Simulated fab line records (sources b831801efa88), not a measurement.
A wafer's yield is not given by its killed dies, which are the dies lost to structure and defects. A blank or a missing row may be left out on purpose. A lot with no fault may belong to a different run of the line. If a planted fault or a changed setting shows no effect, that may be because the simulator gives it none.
fab line records ; flow sky130
record lots=7; wafers=19; last_day=50
route steps=708 shown LDD_N@252 LDD_P@255 LDD_HVN@267 PAD_OPEN@708
lots that met no fault: taken from a fault-free run of the same line
start_h: start of the lot's first displayed wafer, in hours after the record's first day ; wait_h: hours elapsed since this lot's preceding step ; " identical to the entry in the row above ; L1.1+2: a row that stands for several wafers ; - either no value or no given start ; * or withheld: withheld ; < > ~ a bound
route shown NAME@n: names a module that has steps shown in the file, with the first one's number in the route ; usual: the fault-free wafers' mean and standard deviation ; same: alike in all rows ; chamber/n: place in a boat ; sites: the reading at each site ; _std_site: how widely they spread, as a standard deviation ; _edge_site: outer sites' mean less inner sites' ; radius_mm: for every site, how far away it sits from the centre of the wafer ; mask NAME#n: copy n ; behind: the last tool/chamber to shape the wafer ; hold: cause of the lot's hold/its duration in hours/its outcome ; device: transistor that didn't switch, given as n, p or np ; end of line: at the end of the route, the tests of the same wafers ; for a step that has no rows: nothing shown but its recipe ; killed: dies that structure and defects cost at the first sort, which is not the same as the wafer's yield ; map: the dies of a wafer, with x for killed, . for not killed, _ for no die there
set.NAME: the setting as run; set.NAME@STEP: as run at that earlier step ; model.NAME: the simulator's own value behind a step, which no gauge read
certain route steps with their lots: each step a table, each wafer a row
services: from which hour (start_h, from the record's first day; less than 0 if before it) a tool's chamber was out of use, for how many hours, and why
## steps
# step SKY_LDD_N_IMPLANT_15
# recipe species=BF2; energy_kev=50; dose_cm2=5e+12; tilt_deg=30; rotation_deg=270
# step SKY_LDD_N_STRIP_16
# recipe chemistry=O2/N2; power_w=1400; pressure_mtorr=1500; platen_temp_c=withheld; o2_flow_sccm=3000; n2_flow_sccm=300; overash_fraction=0.5
# usual drypump_motor_current_A=5.7/0.58; o2_flow_sccm=2998/8.8; oes_product_au=0.407/0.0047; strip_time_to_endpoint_s=4.317/0.013
lot.wafer;tool;chamber;start_h;wait_h;drypump_motor_current_A;o2_flow_sccm;oes_product_au;rf_hours_counter_h;strip_time_to_endpoint_s
L721.2;plasma_asher-03;1;428.80;0.1;5.9;3005;0.406;29;4.312
L721.4;plasma_asher-03;1;428.80;0.1;5.9;2997;0.396;-;4.305
L721.6;plasma_asher-03;0;428.80;0.1;6.7;2985;0.404;-;4.308
L725.1;plasma_asher-04;0;465.25;0.1;5.0;2998;0.399;63;4.336
L725.5;plasma_asher-04;1;465.25;0.1;5.3;3004;0.412;-;4.325
L725.6;plasma_asher-04;0;465.25;0.1;5.0;3016;0.418;-;4.330
L731.2;plasma_asher-03;0;520.46;0.1;6.7;3005;0.406;37;4.333
L731.4;plasma_asher-03;0;520.46;0.1;6.7;3013;0.407;-;4.338
L731.5;plasma_asher-03;1;520.46;0.1;5.9;3004;0.413;-;4.318
L732.1;plasma_asher-02;1;525.93;0.1;5.4;2988;0.412;86;4.300
L732.2;plasma_asher-02;0;525.93;0.1;5.6;2976;0.408;86;4.308
L733.1;plasma_asher-03;1;540.04;0.1;5.9;2993;0.402;39;4.319
L733.5;plasma_asher-03;1;540.04;0.1;5.9;2988;0.414;-;4.324
L739.1;plasma_asher-03;0;587.71;0.1;6.7;3006;0.409;42;4.320
L739.2;plasma_asher-03;1;587.71;0.1;5.9;3006;0.400;42;4.314
L739.3;plasma_asher-03;1;587.71;0.1;5.9;3012;0.412;-;4.320
L741.2;plasma_asher-02;0;600.46;0.1;5.6;3002;0.416;94;4.312
L741.3;plasma_asher-02;0;600.46;0.1;5.6;3003;0.411;-;4.317
L741.5;plasma_asher-02;1;600.46;0.1;5.4;2976;0.401;-;4.308
# step SKY_LDD_N_TW_MEAS_17
# usual LDD_N_TW=2596/29
lot.wafer;tool;chamber;start_h;wait_h;LDD_N_TW
L721.2;film_metro-02;-;428.91;0.1;2609
L721.4;film_metro-02;-;428.91;0.1;2590
L721.6;film_metro-02;-;428.91;0.1;2602
L725.1;film_metro-01;-;465.35;0.1;2616
L725.5;film_metro-01;-;465.35;0.1;2637
L725.6;film_metro-01;-;465.35;0.1;2635
L731.2;film_metro-04;-;520.57;0.1;2553
L731.4;film_metro-04;-;520.57;0.1;2549
L731.5;film_metro-04;-;520.57;0.1;2545
L732.1;film_metro-02;-;526.03;0.1;2611
L732.2;film_metro-02;-;526.03;0.1;2605
L733.1;film_metro-04;-;540.14;0.1;2565
L733.5;film_metro-04;-;540.14;0.1;2573
L739.1;film_metro-02;-;587.81;0.1;2605
L739.2;film_metro-02;-;587.81;0.1;2599
L739.3;film_metro-02;-;587.81;0.1;2611
L741.2;film_metro-04;-;600.57;0.1;2555
L741.3;film_metro-04;-;600.57;0.1;2567
L741.5;film_metro-04;-;600.57;0.1;2568
# step SKY_LDD_P_DEHYDRATE_00
# recipe temp_c=200; time_s=60
# step SKY_LDD_P_HMDS_01
# recipe prime_time_s=60; prime_temp_c=120
# step SKY_LDD_P_COAT_02
# recipe resist=NOVOLAK; spin_rpm=3000; resist_thk_nm=1140
# step SKY_LDD_P_SOFTBAKE_03
# recipe temp_c=90; time_s=60; resist=NOVOLAK
# step SKY_LDD_P_EXPOSE_04
# recipe mask_id=PSDM; na=0.6; source_shape=conventional; sigma_outer=0.6; polarization=unpolarized; target_cd_nm=380; dose_mj=138
# step SKY_LDD_P_PEB_05
# recipe temp_c=withheld; time_s=*; resist=NOVOLAK
# step SKY_LDD_P_DEVELOP_06
# recipe resist=NOVOLAK; developer=TMAH; develop_time_s=60; dev_temp_c=23
# step SKY_LDD_P_CD_MEAS_07
# recipe target_cd_nm=380
# usual cd_nm=380.0/2.1
lot.wafer;tool;chamber;start_h;wait_h;cd_nm
L721.2;cd_sem-01;-;460.35;0.1;380.0
L721.4;cd_sem-01;-;460.35;0.1;378.5
L721.6;cd_sem-01;-;460.35;0.1;378.3
L725.1;cd_sem-01;-;495.87;0.1;379.8
L725.5;cd_sem-01;-;495.87;0.1;381.9
L725.6;cd_sem-01;-;495.87;0.1;379.1
L731.2;cd_sem-01;-;551.15;0.1;381.4
L731.4;cd_sem-01;-;551.15;0.1;379.8
L731.5;cd_sem-01;-;551.15;0.1;381.5
L732.1;cd_sem-02;-;556.83;0.2;378.1
L732.2;cd_sem-02;-;556.83;0.2;378.5
L733.1;cd_sem-02;-;570.25;0.1;382.6
L733.5;cd_sem-02;-;570.25;0.1;380.9
L739.1;cd_sem-01;-;616.63;0.1;382.5
L739.2;cd_sem-01;-;616.63;0.1;379.1
L739.3;cd_sem-01;-;616.63;0.1;380.9
L741.2;cd_sem-02;-;629.46;0.2;378.5
L741.3;cd_sem-02;-;629.46;0.2;380.5
L741.5;cd_sem-02;-;629.46;0.2;380.2
# step SKY_LDD_P_OVL_MEAS_08
# usual LDD_P_OVL=1.1/1.3
lot.wafer;tool;chamber;start_h;wait_h;LDD_P_OVL[nm]
L721.2;overlay-02;-;460.46;0.1;2.0
L721.4;overlay-02;-;460.46;0.1;3.1
L721.6;overlay-02;-;460.46;0.1;0.7
L725.1;overlay-02;-;495.99;0.1;0.8
L725.5;overlay-02;-;495.99;0.1;1.9
L725.6;overlay-02;-;495.99;0.1;2.0
L731.2;overlay-01;-;551.26;0.1;0.5
L731.4;overlay-01;-;551.26;0.1;0.9
L731.5;overlay-01;-;551.26;0.1;1.1
L732.1;overlay-01;-;556.95;0.1;1.8
L732.2;overlay-01;-;556.95;0.1;1.0
L733.1;overlay-01;-;570.38;0.1;1.9
L733.5;overlay-01;-;570.38;0.1;1.3
L739.1;overlay-02;-;616.75;0.1;1.7
L739.2;overlay-02;-;616.75;0.1;2.9
L739.3;overlay-02;-;616.75;0.1;3.3
L741.2;overlay-02;-;629.57;0.1;0.8
L741.3;overlay-02;-;629.57;0.1;2.5
L741.5;overlay-02;-;629.57;0.1;1.7
# step SKY_LDD_P_IMPLANT_09
# recipe species=BF2; energy_kev=25; dose_cm2=1e+13; tilt_deg=withheld
# usual beam_on_s=10.02/0.2; dose_ions_cm2=1.0001e+13/1.2e+10; faraday_current_uA=56.3/1.1
lot.wafer;tool;chamber;start_h;wait_h;beam_on_s;dose_ions_cm2;faraday_current_uA
L721.2;implanter-03;0;460.51;0.0;9.80;9.995e+12;57.4
L721.4;implanter-03;0;460.51;0.0;10.06;9.984e+12;56.5
L721.6;implanter-03;0;460.51;0.0;9.71;9.981e+12;57.5
L725.1;implanter-04;0;496.02;0.0;10.13;1.0005e+13;55.9
L725.5;implanter-04;0;496.02;0.0;9.70;1.0009e+13;58.2
L725.6;implanter-04;0;496.02;0.0;9.64;1.0019e+13;58.4
L731.2;implanter-03;0;551.31;0.0;8.26;9.988e+12;68.6
L731.4;implanter-03;0;551.31;0.0;9.85;1.0012e+13;57.3
L731.5;implanter-03;0;551.31;0.0;9.78;1.0016e+13;57.8
L732.1;implanter-03;0;556.99;0.0;8.24;9.994e+12;68.3
L732.2;implanter-03;0;556.99;0.0;8.24;9.997e+12;68.8
L733.1;implanter-03;0;570.42;0.0;8.24;1.0001e+13;68.7
L733.5;implanter-03;0;570.42;0.0;10.07;1.0009e+13;56.1
L739.1;implanter-01;0;616.78;0.0;9.80;9.995e+12;57.2
L739.2;implanter-01;0;616.78;0.0;9.94;9.976e+12;56.5
L739.3;implanter-01;0;616.78;0.0;10.07;1.0001e+13;56.1
L741.2;implanter-04;0;629.62;0.0;10.36;1.0011e+13;54.2
L741.3;implanter-04;0;629.62;0.0;9.91;1.0013e+13;56.9
L741.5;implanter-04;0;629.62;0.0;9.90;1.001e+13;57.0
# step SKY_LDD_P_STRIP_10
# recipe chemistry=O2/N2; power_w=1400; pressure_mtorr=1500; platen_temp_c=withheld; o2_flow_sccm=3000; n2_flow_sccm=300; overash_fraction=0.5
# usual drypump_motor_current_A=6.0/0.62; o2_flow_sccm=3001/8.8; oes_product_au=0.715/0.0043; strip_time_to_endpoint_s=14.17/0.038
lot.wafer;tool;chamber;start_h;wait_h;drypump_motor_current_A;o2_flow_sccm;oes_product_au;rf_hours_counter_h;strip_time_to_endpoint_s
L721.2;plasma_asher-01;0;460.64;0.1;6.6;3015;0.718;3;14.13
L721.4;plasma_asher-01;0;460.64;0.1;6.6;3004;0.714;-;14.09
L721.6;plasma_asher-01;0;460.64;0.1;6.6;3018;0.719;-;14.15
L725.1;plasma_asher-03;0;496.17;0.1;6.7;3010;0.713;35;14.16
L725.5;plasma_asher-03;0;496.17;0.1;6.7;2997;0.715;-;14.17
L725.6;plasma_asher-03;1;496.17;0.1;5.9;2995;0.716;-;14.17
L731.2;plasma_asher-04;0;551.44;0.1;5.0;2983;0.708;72;14.23
L731.4;plasma_asher-04;1;551.44;0.1;5.3;2992;0.712;-;14.19
L731.5;plasma_asher-04;0;551.44;0.1;5.0;2999;0.719;-;14.22
L732.1;plasma_asher-01;1;557.14;0.1;6.0;3000;0.718;13;14.16
L732.2;plasma_asher-01;0;557.14;0.1;6.6;3000;0.711;13;14.14
L733.1;plasma_asher-03;0;570.57;0.1;6.7;3001;0.719;41;14.12
L733.5;plasma_asher-03;0;570.57;0.1;6.7;3012;0.706;-;14.13
L739.1;plasma_asher-04;0;616.93;0.1;5.0;2994;0.718;79;14.19
L739.2;plasma_asher-04;1;616.93;0.1;5.3;2998;0.714;79;14.23
L739.3;plasma_asher-04;0;616.93;0.1;5.0;3000;0.716;-;14.24
L741.2;plasma_asher-01;0;629.75;0.1;6.6;2996;0.714;21;14.15
L741.3;plasma_asher-01;0;629.75;0.1;6.6;3008;0.708;-;14.13
L741.5;plasma_asher-01;0;629.75;0.1;6.6;3006;0.705;-;14.14
# step SKY_LDD_P_TW_MEAS_11
# usual LDD_P_TW=640.4/2.7
lot.wafer;tool;chamber;start_h;wait_h;LDD_P_TW
L721.2;film_metro-03;-;460.75;0.1;640.3
L721.4;film_metro-03;-;460.75;0.1;645.9
L721.6;film_metro-03;-;460.75;0.1;641.2
L725.1;film_metro-02;-;496.27;0.1;638.5
L725.5;film_metro-02;-;496.27;0.1;643.6
L725.6;film_metro-02;-;496.27;0.1;641.6
L731.2;film_metro-01;-;551.55;0.1;604.8
L731.4;film_metro-01;-;551.55;0.1;643.3
L731.5;film_metro-01;-;551.55;0.1;637.0
L732.1;film_metro-02;-;557.24;0.1;601.0
L732.2;film_metro-02;-;557.24;0.1;604.9
L733.1;film_metro-02;-;570.67;0.1;599.4
L733.5;film_metro-02;-;570.67;0.1;641.8
L739.1;film_metro-01;-;617.03;0.1;640.8
L739.2;film_metro-01;-;617.03;0.1;638.3
L739.3;film_metro-01;-;617.03;0.1;639.8
L741.2;film_metro-02;-;629.86;0.1;639.0
L741.3;film_metro-02;-;629.86;0.1;638.0
L741.5;film_metro-02;-;629.86;0.1;638.8
# step SKY_LDD_HVN_DEHYDRATE_00
# recipe temp_c=200; time_s=60
# step SKY_PAD_OPEN_PROBE_99
# usual killed_at_M0_to_M3=42/7.3; killed_at_M4_up=3.2/1.8; killed_at_contacts=25/5.2; killed_at_front_end=15/4.6; killed_at_other=0.3/0.62; killed_dies=85/9.9; killed_open=46/7.1; killed_short=38/5.7
# same gross_dies=492; killed_at_back_side=0
lot.wafer;tool;chamber;start_h;wait_h;killed_at_M0_to_M3;killed_at_M4_up;killed_at_contacts;killed_at_front_end;killed_at_other;killed_dies;killed_open;killed_short;model.etest.tip_p.rs_ohm_sq
L721.2;prober-01;-;1095.09;0.1;28;2;22;11;0;63;32;30;6849
L721.4;prober-01;-;1095.19;0.2;50;3;29;15;0;97;47;47;6863
L721.6;prober-01;-;1095.29;0.2;35;4;21;25;0;85;41;44;6856
L725.1;prober-01;-;1118.92;0.1;34;3;25;27;1;90;48;41;6861
L725.5;prober-01;-;1119.12;0.2;36;6;28;18;0;88;49;37;6862
L725.6;prober-01;-;1119.17;0.2;39;4;31;13;2;89;47;40;6845
L731.2;prober-01;-;1151.76;0.1;43;2;24;13;0;82;52;30;8289
L731.4;prober-01;-;1151.86;0.2;54;5;19;14;2;94;50;44;6956
L731.5;prober-01;-;1151.91;0.2;47;3;13;16;0;79;42;37;7003
L732.1;prober-02;-;1154.92;0.1;38;3;15;14;0;70;40;30;8076
L732.2;prober-02;-;1154.97;0.1;33;0;25;16;0;74;39;35;8113
L733.1;prober-01;-;1165.05;0.1;42;4;18;9;0;73;38;35;8069
L733.5;prober-01;-;1165.25;0.2;49;1;28;7;0;85;50;35;6917
L739.1;prober-01;-;1191.67;0.1;31;2;21;11;0;65;37;28;6900
L739.2;prober-01;-;1191.72;0.1;42;2;25;14;0;83;43;40;6919
L739.3;prober-01;-;1191.77;0.2;27;3;31;10;2;73;43;30;6878
L741.2;prober-01;-;1197.10;0.1;49;2;23;15;0;89;59;30;6887
L741.3;prober-01;-;1197.15;0.2;38;5;17;15;0;75;37;38;6840
L741.5;prober-01;-;1197.25;0.2;42;3;29;14;0;88;51;37;6873
# killed by level:class
L721.2 CONTACT:geometric_particle:open=8 LI_CONTACT:geometric_particle:open=5 LOCAL_INTERCONNECT:geometric_particle:short=5 VIA1:geometric_particle:short=4 METAL1:geometric_particle:short=4 VIA1:geometric_particle:open=4 VIA3:geometric_particle:open=4 FIELD_ISO:geometric_particle:short=3
L721.4 VIA1:geometric_particle:open=12 CONTACT:geometric_particle:open=9 METAL2:geometric_particle:short=9 VIA2:geometric_particle:open=9 LI_CONTACT:geometric_particle:open=7 CONTACT:geometric_particle:short=7 VIA2:geometric_particle:short=6 FIELD_ISO:geometric_particle:short=4
L721.6 FIELD_ISO:geometric_particle:short=7 LI_CONTACT:geometric_particle:open=7 VIA2:geometric_particle:open=7 METAL2:geometric_particle:short=6 POLY_GATE:geometric_particle:short=5 CONTACT:geometric_particle:short=5 VIA1:geometric_particle:open=5 FIELD_ISO:geometric_particle:open=4
L725.1 CONTACT:geometric_particle:open=8 FIELD_ISO:geometric_particle:short=7 FIELD_ISO:geometric_particle:open=7 CONTACT:geometric_particle:short=7 VIA1:geometric_particle:open=6 VIA3:geometric_particle:open=6 POLY_GATE:geometric_particle:open=6 METAL2:geometric_particle:short=6
L725.5 VIA1:geometric_particle:open=12 LI_CONTACT:geometric_particle:open=8 CONTACT:geometric_particle:open=8 LOCAL_INTERCONNECT:geometric_particle:short=7 FIELD_ISO:geometric_particle:short=6 FIELD_ISO:geometric_particle:open=4 POLY_GATE:geometric_particle:short=3 SPACER:geometric_particle:open=3
L725.6 CONTACT:geometric_particle:open=15 VIA1:geometric_particle:open=9 LI_CONTACT:geometric_particle:open=8 METAL2:geometric_particle:short=8 FIELD_ISO:geometric_particle:open=5 METAL3:geometric_particle:open=5 VIA1:geometric_particle:short=4 CONTACT:geometric_particle:short=4
L731.2 VIA1:geometric_particle:open=10 VIA3:geometric_particle:open=9 LI_CONTACT:geometric_particle:open=8 CONTACT:geometric_particle:open=7 FIELD_ISO:geometric_particle:open=5 VIA2:geometric_particle:short=5 POLY_GATE:geometric_particle:short=4 METAL3:geometric_particle:short=4
L731.4 METAL1:geometric_particle:short=10 VIA1:geometric_particle:open=10 VIA2:geometric_particle:open=9 CONTACT:geometric_particle:open=6 FIELD_ISO:geometric_particle:open=5 LI_CONTACT:geometric_particle:open=5 METAL2:geometric_particle:short=5 VIA3:geometric_particle:open=5
L731.5 VIA2:geometric_particle:open=10 VIA1:geometric_particle:open=8 FIELD_ISO:geometric_particle:short=7 CONTACT:geometric_particle:open=5 METAL2:geometric_particle:short=5 METAL3:geometric_particle:short=5 METAL1:geometric_particle:short=4 VIA3:geometric_particle:open=4
L732.1 VIA1:geometric_particle:open=14 CONTACT:geometric_particle:open=6 METAL1:geometric_particle:short=6 POLY_GATE:geometric_particle:open=4 CONTACT:geometric_particle:short=4 VIA2:geometric_particle:short=4 VIA3:geometric_particle:open=4 POLY_GATE:geometric_particle:short=3
L732.2 VIA1:geometric_particle:open=11 CONTACT:geometric_particle:open=7 LI_CONTACT:geometric_particle:short=6 FIELD_ISO:geometric_particle:short=5 POLY_GATE:geometric_particle:open=5 CONTACT:geometric_particle:short=5 METAL2:geometric_particle:short=5 POLY_GATE:geometric_particle:short=4
L733.1 VIA1:geometric_particle:open=12 CONTACT:geometric_particle:open=10 METAL2:geometric_particle:short=6 FIELD_ISO:geometric_particle:short=4 METAL1:geometric_particle:short=4 VIA1:geometric_particle:short=4 CONTACT:geometric_particle:short=3 VIA2:geometric_particle:open=3
L733.5 VIA1:geometric_particle:open=14 CONTACT:geometric_particle:open=10 VIA1:geometric_particle:short=9 LI_CONTACT:geometric_particle:open=8 VIA2:geometric_particle:open=7 LOCAL_INTERCONNECT:geometric_particle:short=5 METAL2:geometric_particle:short=4 VIA3:geometric_particle:open=4
L739.1 VIA2:geometric_particle:open=7 LI_CONTACT:geometric_particle:open=6 CONTACT:geometric_particle:open=6 VIA1:geometric_particle:open=5 POLY_GATE:geometric_particle:open=4 METAL3:geometric_particle:short=4 METAL2:geometric_particle:short=4 CONTACT:geometric_particle:short=3
L739.2 CONTACT:geometric_particle:open=12 LI_CONTACT:geometric_particle:open=7 VIA1:geometric_particle:open=7 VIA2:geometric_particle:open=7 FIELD_ISO:geometric_particle:short=6 METAL1:geometric_particle:short=6 VIA1:geometric_particle:short=5 CONTACT:geometric_particle:short=4
L739.3 LI_CONTACT:geometric_particle:open=9 CONTACT:geometric_particle:short=8 CONTACT:geometric_particle:open=7 VIA3:geometric_particle:open=7 VIA2:geometric_particle:open=6 METAL1:geometric_particle:short=4 VIA1:geometric_particle:short=4 FIELD_ISO:geometric_particle:open=3
L741.2 VIA1:geometric_particle:open=15 CONTACT:geometric_particle:open=9 VIA2:geometric_particle:open=9 LI_CONTACT:geometric_particle:open=8 VIA1:geometric_particle:short=5 POLY_GATE:geometric_particle:open=4 POLY_GATE:geometric_particle:short=4 CONTACT:geometric_particle:short=4
L741.3 CONTACT:geometric_particle:open=6 VIA1:geometric_particle:open=6 VIA3:geometric_particle:open=6 VIA2:geometric_particle:open=5 METAL1:geometric_particle:short=5 VIA1:geometric_particle:short=5 FIELD_ISO:geometric_particle:open=4 SPACER:geometric_particle:short=4
L741.5 CONTACT:geometric_particle:open=14 VIA1:geometric_particle:open=9 VIA2:geometric_particle:open=7 VIA3:geometric_particle:open=6 FIELD_ISO:geometric_particle:short=5 VIA2:geometric_particle:short=5 LI_CONTACT:geometric_particle:short=4 LI_CONTACT:geometric_particle:open=4
## services
tool;chamber;start_h;hours;kind
implanter-03;-;405.34;4.0;repair
plasma_asher-01;-;421.25;9.0;pm
plasma_asher-01;0;421.25;9.0;vent_cycle
plasma_asher-01;1;421.25;9.0;vent_cycle
plasma_asher-04;-;429.90;0.6;repair
plasma_asher-01;-;430.25;2.8;pm
implanter-04;-;433.16;4.2;repair
implanter-03;-;454.91;2.4;repair
implanter-03;-;468.23;0.7;repair
plasma_asher-03;-;478.63;11.4;repair
plasma_asher-03;-;491.73;2.8;pm
plasma_asher-02;-;513.52;2.8;pm
plasma_asher-03;-;553.36;14.6;pm
plasma_asher-02;-;563.16;2.7;repair
implanter-04;-;565.41;4.1;repair
implanter-03;-;570.89;3.9;repair
plasma_asher-04;-;584.14;2.7;repair
implanter-04;-;584.58;5.8;repair
plasma_asher-03;-;606.37;0.7;repair
implanter-04;-;611.64;2.8;pm
implanter-01;-;617.34;5.3;pm
plasma_asher-01;-;624.41;1.1;repair
implanter-04;-;624.51;4.2;pm
plasma_asher-04;-;627.18;4.0;pm
## key
first_sign step=SKY_LDD_P_IMPLANT_09; reading=faraday_current_uA; direction=up; sigmas=11; usual=56.3; struck=68.6
effect step=SKY_LDD_P_IMPLANT_09; reading=beam_on_s; direction=down; sigmas=9.1; usual=10.02; struck=8.24
effect step=SKY_LDD_P_TW_MEAS_11; reading=LDD_P_TW; direction=down; sigmas=14; usual=640.4; struck=602.5
model_effect step=SKY_PAD_OPEN_PROBE_99; value=etest.tip_p.rs_ohm_sq; without=6883; struck=8137
met_at SKY_LDD_P_IMPLANT_09
struck_wafers L731.2,L732.1,L732.2,L733.1
tester_left_out L731,L732,L733
onset_between 460.51 551.31
fault kind=process_parameter_drift; tool=implanter-03; chamber=-; onset_h=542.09; steps=SKY_LDD_P_IMPLANT_09; channel=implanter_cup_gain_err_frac; offset=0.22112; shape=step; end_h=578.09; scope=struck_wafers_only
# tester_left_out: of these lots the tester's yield and bins aren't shown, on N5 and GAA mostly nor the transistor test; their killed dies are dies lost to structure and defects alone, not to doping, threshold or leakage, so they don't give the yield
